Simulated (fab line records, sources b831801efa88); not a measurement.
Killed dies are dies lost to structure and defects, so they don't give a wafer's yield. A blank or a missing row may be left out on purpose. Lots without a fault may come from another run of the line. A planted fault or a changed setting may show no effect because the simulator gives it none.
fab line records | flow sfq_line | part 2 of 2: steps 25 to 35 of 35
record lots=5 wafers=15 last_day=93
route steps=325 shown I3@140 M4@148 I4@163
lots that met no fault: from a run of the same line without faults
start_h: hours from the record's first day to the start of the lot's first wafer shown | wait_h: hours since the lot's step before | " the same as in the row above | L1.1+2: a row that stands for several wafers | - no value, or no start given | * or withheld: withheld | < > ~ a bound
route shown NAME@n: a module of which the file shows steps, and the number in the route of the first | usual: mean/standard deviation of fault-free wafers | same: alike in all rows | chamber/n: place in a boat | sites: the reading at each site | _std_site: their standard deviation | _edge_site: outer sites' mean less inner sites' | radius_mm: how far each site lies from the wafer's centre | mask NAME#n: copy n | behind: the tool/chamber that last shaped the wafer | hold: why the lot was held/for how many hours/how that ended | device: the transistor (n, p or np) that didn't switch | end of line: the same wafers' tests at the end of the route | a step without rows: its recipe alone | killed: dies lost to structure and defects at the first sort, not the wafer's yield | map: a wafer's dies, x killed, . not, _ none there
set.NAME: the setting as run; set.NAME@STEP: as run at that earlier step | model.NAME: the simulator's own value behind a step, which no gauge read
lots at some steps of the route; a table a step, a row a wafer
services: from which hour (start_h, from the record's first day; less than 0 if before it) a tool's chamber was out of use, for how many hours, and why
## steps
# step SFQ_I4_BOW_MEAS_927
# recipe mode=bow
# usual I4_BOW=4/10
# columns lot.wafer tool chamber start_h wait_h I4_BOW[um]
L078.1 film_metro-03 - 1123.48 2.5 11
L078.2 " - " " 13
L078.3 " - " " 19
L084.1 film_metro-02 - 1322.95 1.0 19
L084.4 " - " " 9
L084.6 " - " " 21
L091.1 film_metro-02 - 1343.95 1.5 -6
L091.2 " - " " 4
L091.3 " - " " 3
L096.2 film_metro-02 - 1455.22 1.0 -6
L096.4 " - " " -11
L096.5 " - " " -15
L097.2 film_metro-03 - 1458.22 1.5 5
L097.5 " - " " 20
L097.6 " - " " 9
# step SFQ_TRILAYER_I4_METRO_MEASURE_101
# usual thk_nm=200.2/0.9
# columns lot.wafer tool chamber start_h wait_h thk_nm
L078.1 film_metro-03 - 1123.60 0.1 199.9
L078.2 " - " " 199.5
L078.3 " - " " 200.9
L084.1 film_metro-02 - 1323.07 0.1 198.5
L084.4 " - " " 199.2
L084.6 " - " " 198.5
L091.1 film_metro-02 - 1344.07 0.1 199.6
L091.2 " - " " 202.7
L091.3 " - " " 201.0
L096.2 film_metro-02 - 1455.52 0.3 201.1
L096.4 " - " " 200.5
L096.5 " - " " 201.4
L097.2 film_metro-03 - 1458.52 0.3 200.5
L097.5 " - " " 199.5
L097.6 " - " " 199.3
# step SFQ_TRILAYER_I4_VIA_LITHO_COAT_108
# recipe resist=BARC spin_rpm=3000 resist_thk_nm=62
# columns lot.wafer tool chamber start_h wait_h
L078.1+2+3 litho_track-03 0 1124.80 1.0
L084.1+4+6 litho_track-03 0 1324.38 1.1
L091.1+2+3 litho_track-03 0 1345.27 1.0
L096.2+4+5 litho_track-03 0 1456.57 0.8
L097.2+5+6 litho_track-03 0 1459.57 0.8
# step SFQ_TRILAYER_I4_VIA_LITHO_COAT_103
# recipe resist=KrF spin_rpm=3000 resist_thk_nm=650
# columns lot.wafer tool chamber start_h wait_h
L078.1+2+3 litho_track-03 0 1125.10 0.2
L084.1+4+6 litho_track-03 0 1324.68 0.2
L091.1+2+3 litho_track-03 0 1345.57 0.2
L096.2+4+5 litho_track-03 0 1456.87 0.2
L097.2+5+6 litho_track-03 0 1459.87 0.2
# step SFQ_TRILAYER_I4_VIA_LITHO_SOFTBAKE_107
# recipe temp_c=withheld time_s=withheld resist=KrF
# columns lot.wafer tool chamber start_h wait_h
L078.1+2+3 litho_track-03 0 1125.40 0.2
L084.1+4+6 litho_track-03 0 1324.98 0.2
L091.1+2+3 litho_track-03 0 1345.87 0.2
L096.2+4+5 litho_track-03 0 1457.14 0.2
L097.2+5+6 litho_track-03 0 1460.14 0.2
# step SFQ_TRILAYER_I4_VIA_LITHO_EXPOSE_104
# recipe mask_id=I4 na=0.6 source_shape=conventional sigma_outer=0.65 target_cd_nm=700 dose_mj=21.3
# usual exposure_dose_mJ_cm2=21.301/0.02
# columns lot.wafer tool chamber start_h wait_h mask exposure_dose_mJ_cm2
L078.1 krf_scanner-02 0 1155.65 - I4#0 21.319
L078.2 " 0 " " I4#0 21.323
L078.3 " 0 " " I4#0 21.280
L084.1 krf_scanner-02 0 1332.58 - I4#0 21.324
L084.4 " 0 " " I4#0 21.328
L084.6 " 0 " " I4#0 21.321
L091.1 krf_scanner-02 0 1371.88 - I4#0 21.263
L091.2 " 0 " " I4#0 21.284
L091.3 " 0 " " I4#0 21.277
L096.2 krf_scanner-01 0 1457.71 - I4#0 21.278
L096.4 " 0 " " I4#0 21.304
L096.5 " 0 " " I4#0 21.314
L097.2 krf_scanner-01 0 1464.52 - I4#0 21.322
L097.5 " 0 " " I4#0 21.303
L097.6 " 0 " " I4#0 21.285
# step SFQ_TRILAYER_I4_VIA_LITHO_PEB_106
# recipe peb_temp_c=115 peb_time_s=60 resist=KrF
# usual heater_power_total_W=79.15/0.068
# columns lot.wafer tool chamber start_h wait_h heater_power_total_W
L078.1 litho_track-04 0 1156.85 1.0 79.20
L078.2 " 0 " " 79.20
L078.3 " 0 " " 79.20
L084.1 litho_track-03 0 1333.78 1.0 79.18
L084.4 " 0 " " 79.09
L084.6 " 0 " " 79.04
L091.1 litho_track-01 0 1373.08 1.0 79.26
L091.2 " 0 " " 79.15
L091.3 " 0 " " 79.07
L096.2 litho_track-01 0 1458.74 0.8 79.14
L096.4 " 0 " " 79.12
L096.5 " 0 " " 79.15
L097.2 litho_track-01 0 1465.54 0.8 79.18
L097.5 " 0 " " 79.02
L097.6 " 0 " " 79.20
# step SFQ_TRILAYER_I4_VIA_LITHO_DEVELOP_105
# recipe time_s=60 resist=KrF
# same time_s=60
# columns lot.wafer tool chamber start_h wait_h
L078.1+2+3 litho_track-04 0 1157.00 0.1
L084.1+4+6 litho_track-03 0 1333.93 0.1
L091.1+2+3 litho_track-01 0 1373.23 0.1
L096.2+4+5 litho_track-01 0 1458.89 0.1
L097.2+5+6 litho_track-01 0 1465.69 0.1
# step SFQ_I4_OVL_MEAS_928
# usual I4_OVL=-2/5.2
# columns lot.wafer tool chamber start_h wait_h I4_OVL[nm]
L078.1 overlay-02 - 1157.15 0.1 -9
L078.2 " - " " -4
L078.3 " - " " -1
L084.1 overlay-01 - 1334.08 0.1 3
L084.4 " - " " 5
L084.6 " - " " 11
L091.1 overlay-02 - 1373.38 0.1 -6
L091.2 " - " " -5
L091.3 " - " " -6
L096.2 overlay-02 - 1459.02 0.1 0
L096.4 " - " " 1
L096.5 " - " " -4
L097.2 overlay-01 - 1465.82 0.1 13
L097.5 " - " " 12
L097.6 " - " " 12
# step SFQ_TRILAYER_I4_VIA_BARC_OPEN_VIA_ETCH_146
# recipe mask_material=PR chemistry=O2 target_depth_nm=125 target=BARC source_w=500 bias_w=80 pressure_mtorr=30 time_s=41.7
# usual chamber_pressure_mTorr=29.997/0.028 drypump_motor_current_A=5.9/0.43 oes_product_au=0.685/0.0045
# same time_s=41.7
# columns lot.wafer tool chamber start_h wait_h chamber_pressure_mTorr drypump_motor_current_A oes_product_au rf_hours_counter_h
L078.1 rie_diel-01 0 1157.19 0.0 30.054 5.8 0.688 20
L078.2 " 2 " " 30.032 5.1 0.687 14
L078.3 " 3 " " 29.962 6.6 0.691 4
L084.1 rie_diel-02 1 1334.11 0.0 30.033 5.8 0.684 12
L084.4 " 2 " " 30.024 5.6 0.683 7
L084.6 " 1 " " 30.032 5.8 0.687 -
L091.1 rie_diel-02 2 1373.42 0.0 30.016 5.6 0.689 8
L091.2 " 0 " " 30.023 6.2 0.683 13
L091.3 " 3 " " 29.994 6.1 0.684 13
L096.2 rie_diel-01 2 1459.05 0.0 30.036 5.1 0.685 19
L096.4 " 3 " " 29.974 6.6 0.689 9
L096.5 " 2 " " 29.989 5.1 0.680 -
L097.2 rie_diel-03 3 1465.85 0.0 30.001 4.9 0.685 20
L097.5 " 0 " " 29.967 5.7 0.686 -
L097.6 " 1 " " 29.997 5.7 0.678 -
# step SFQ_TRILAYER_I4_VIA_ETCH_VIA_ETCH_106
# recipe target=SiO2 stop_on=Nb mask_material=PR taper_deg=20 chemistry=CHF3 target_depth_nm=260 source_w=500 bias_w=80 pressure_mtorr=30 time_s=withheld
# usual chamber_pressure_mTorr=29.999/0.025 drypump_motor_current_A=5.9/0.43 oes_product_au=0.854/0.005
# columns lot.wafer tool chamber start_h wait_h chamber_pressure_mTorr drypump_motor_current_A oes_product_au
L078.1 rie_diel-01 0 1157.23 0.0 29.983 5.8 0.855
L078.2 " 2 " " 29.981 5.1 0.848
L078.3 " 3 " " 29.994 6.6 0.849
L084.1 rie_diel-02 1 1334.15 0.0 30.019 5.8 0.847
L084.4 " 2 " " 30.001 5.7 0.849
L084.6 " 1 " " 30.019 5.8 0.844
L091.1 rie_diel-02 2 1373.46 0.0 29.986 5.7 0.850
L091.2 " 0 " " 29.990 6.2 0.868
L091.3 " 3 " " 29.996 6.1 0.861
L096.2 rie_diel-01 2 1459.09 0.0 30.015 5.1 0.855
L096.4 " 3 " " 29.994 6.6 0.854
L096.5 " 2 " " 29.983 5.1 0.853
L097.2 rie_diel-03 3 1465.89 0.0 30.026 4.9 0.855
L097.5 " 0 " " 29.996 5.7 0.847
L097.6 " 1 " " 29.984 5.7 0.849
## services
# columns tool chamber start_h hours kind
rie_metal-02 - 1091.66 0.7 repair
krf_scanner-02 - 1104.92 0.3 repair
krf_scanner-01 - 1108.27 0.8 pm
rie_metal-04 - 1114.09 28.1 pm
rie_diel-02 - 1119.51 0.2 repair
krf_scanner-02 - 1128.37 0.8 repair
krf_scanner-02 - 1153.15 1.3 pm
rie_diel-04 2 1162.53 9.2 repair
rie_diel-04 1 1179.64 4.7 repair
krf_scanner-01 - 1189.17 0.5 repair
rie_metal-02 - 1190.82 2.8 pm
krf_scanner-02 - 1203.70 1.0 pm
rie_metal-02 - 1207.42 6.1 repair
krf_scanner-01 - 1212.55 1.3 pm
krf_scanner-02 - 1213.88 0.8 pm
krf_scanner-01 - 1223.45 1.0 pm
krf_scanner-02 - 1239.83 4.0 pm
rie_metal-04 - 1265.17 2.8 pm
rie_metal-04 - 1275.22 0.6 repair
krf_scanner-02 - 1328.88 1.3 pm
krf_scanner-02 - 1373.08 1.0 pm
krf_scanner-02 - 1382.07 0.8 pm
krf_scanner-02 - 1385.40 6.2 repair
rie_metal-04 1 1436.73 1.3 repair
